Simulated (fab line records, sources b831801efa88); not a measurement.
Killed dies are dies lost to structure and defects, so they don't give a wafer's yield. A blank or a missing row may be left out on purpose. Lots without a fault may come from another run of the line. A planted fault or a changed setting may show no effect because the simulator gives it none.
Chamber matching | flow gf180mcu | GF_V4_CVD_00 on hdpcvd-01: 3 sister chambers
The step deposits SiO2, target thk 600 nm, time 100 s. 3 wafers are shown with their chamber, then 10 later ones without.

WAFERS WITH THEIR CHAMBER
wafer  | chamber | susceptor_temp_C (C)
L764.6 | 2       | 399.93
L766.2 | 1       | 399.85
L766.3 | 0       | 400.13

WAFERS WITHOUT THEIR CHAMBER
wafer  | susceptor_temp_C (C)
L766.4 | 399.88
L769.1 | 400.02
L769.2 | 400.04
L769.3 | 399.96
L772.1 | 400.12
L772.2 | 399.86
L772.6 | 399.94
L776.2 | 400.59
L776.3 | 399.97
L776.5 | 399.72

WHICH CHAMBER EACH WENT THROUGH
wafer  | from the rows above          | in truth
L766.4 | can't be placed: 1 or 2 or 0 | 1
L769.1 | can't be placed: 2 or 0 or 1 | 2
L769.2 | can't be placed: 0 or 2 or 1 | 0
L769.3 | can't be placed: 2 or 1 or 0 | 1
L772.1 | can't be placed: 0 or 2 or 1 | 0
L772.2 | can't be placed: 1 or 2 or 0 | 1
L772.6 | can't be placed: 2 or 1 or 0 | 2
L776.2 | can't be placed: 0 or 2 or 1 | 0
L776.3 | can't be placed: 2 or 1 or 0 | 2
L776.5 | can't be placed: 1 or 2 or 0 | 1
Placed correctly: 0 of 10. Can't be placed from these rows: 10 (the true chamber is among the candidates in 10). Placed wrongly: 0.
How it was worked out, from the rows above alone: a wafer's distance from a chamber is the root of the sum, over the readings, of the square of ((its reading less the chamber's mean) divided by the reading's scatter). The wafer belongs to the nearest chamber; if the next one is less than 2 further off, it can't be placed. A chamber's mean is the mean of its shown wafers. The scatter: with one shown wafer a chamber, the root of the mean of the squares of how far each hidden wafer lies from its nearest shown one.
